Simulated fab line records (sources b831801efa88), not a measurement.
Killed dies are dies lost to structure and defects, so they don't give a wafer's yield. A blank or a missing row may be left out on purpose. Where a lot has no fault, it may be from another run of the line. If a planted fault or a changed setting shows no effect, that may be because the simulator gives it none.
A single fault, viewed from 2 desks | flow gf180mcu | each desk holds nothing but its own numbers, with what lay behind them at the end

THE TOOL OWNER'S DESK: implanter-02
For each lot that ran on this tool, the mean over its sampled wafers that have a number, from the tool's own readings at GF_VT_IMPLANT_IMPLANT_08. If a lot's mean is further than 4 standard deviations from the usual mean, the lot is out of limits and carries the mark OUT (the distance appears in the brackets).
Columns: A = doseIonsCm2 at GF_VT_IMPLANT_IMPLANT_08, usual 8.291e+12; B = faradayCurrentUA at GF_VT_IMPLANT_IMPLANT_08, usual 46.6
lot  | first seen here | A                   | B
L796 | day 6 18:07     | 8.298e+12           | 46.9
L798 | day 7 08:28     | 8.305e+12           | 46.4
L799 | day 7 13:11     | 7.600e+12 (-73) OUT | 42.8 (-4.0) OUT
L800 | day 7 21:01     | 7.600e+12 (-74) OUT | 43.2
L810 | day 10 22:28    | 8.299e+12           | 46.7
L811 | day 11 03:13    | 8.292e+12           | 45.8
L813 | day 11 07:55    | 8.304e+12           | 46.4
Finding of this desk: L799, L800 out of limits; the first was L799 at day 7 13:11, on doseIonsCm2 at GF_VT_IMPLANT_IMPLANT_08. In limits: L796, L798, L810, L811, L813.

FROM THE METROLOGY DESK
What the gauges read, lot by lot, whatever tool the lot ran on: means of the sampled wafers that have a number. If a lot's mean is further than 4 standard deviations from the usual mean, the lot is out of limits and carries the mark OUT (the distance appears in the brackets).
Columns: A = STI_CVD_23_THK at GF_STI_THK_MEAS_24, usual 647 nm; B = NWELL_TW at GF_NWELL_TW_MEAS_11, usual 1572; C = VT_IMPLANT_TW at GF_VT_IMPLANT_TW_MEAS_10, usual 562
lot  | first seen here | A   | B    | C
L792 | day 2 10:23     | 641 | 1573 | 570
L794 | day 2 18:47     | 650 | 1550 | 556
L796 | day 3 04:48     | 652 | 1575 | 555
L798 | day 3 15:43     | 653 | 1574 | 569
L799 | day 3 21:08     | 643 | 1563 | 540
L800 | day 4 03:52     | 643 | 1592 | 545
L806 | day 5 11:55     | 640 | 1547 | 565
L807 | day 5 15:42     | 649 | 1571 | 561
L808 | day 6 00:02     | 640 | 1587 | 557
L810 | day 6 11:58     | 645 | 1572 | 555
L811 | day 6 17:36     | 650 | 1570 | 567
L812 | day 6 17:36     | 640 | 1569 | 553
L813 | day 6 22:44     | 645 | 1594 | 561
Finding of this desk: none of the 13 lots has anything out of limits.

TAKEN TOGETHER
The tool owner's desk had the chance to raise an alarm at day 7 13:11 on L799, L800.
Nothing out of limits was seen by the metrology desk.
The metrology desk has L799, L800 on record, within its limits.
Of the lots named, all ran GF_VT_IMPLANT_IMPLANT_08 on implanter-02.

WHAT THE SIMULATOR HAD PUT IN
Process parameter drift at GF_VT_IMPLANT_IMPLANT_08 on implanter-02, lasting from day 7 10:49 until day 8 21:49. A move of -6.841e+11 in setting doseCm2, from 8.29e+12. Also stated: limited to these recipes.
Struck lots among those shown: L799, L800.
Delay in hours, fault start to first out-of-limits reading, by desk: the tool owner's desk at 2.
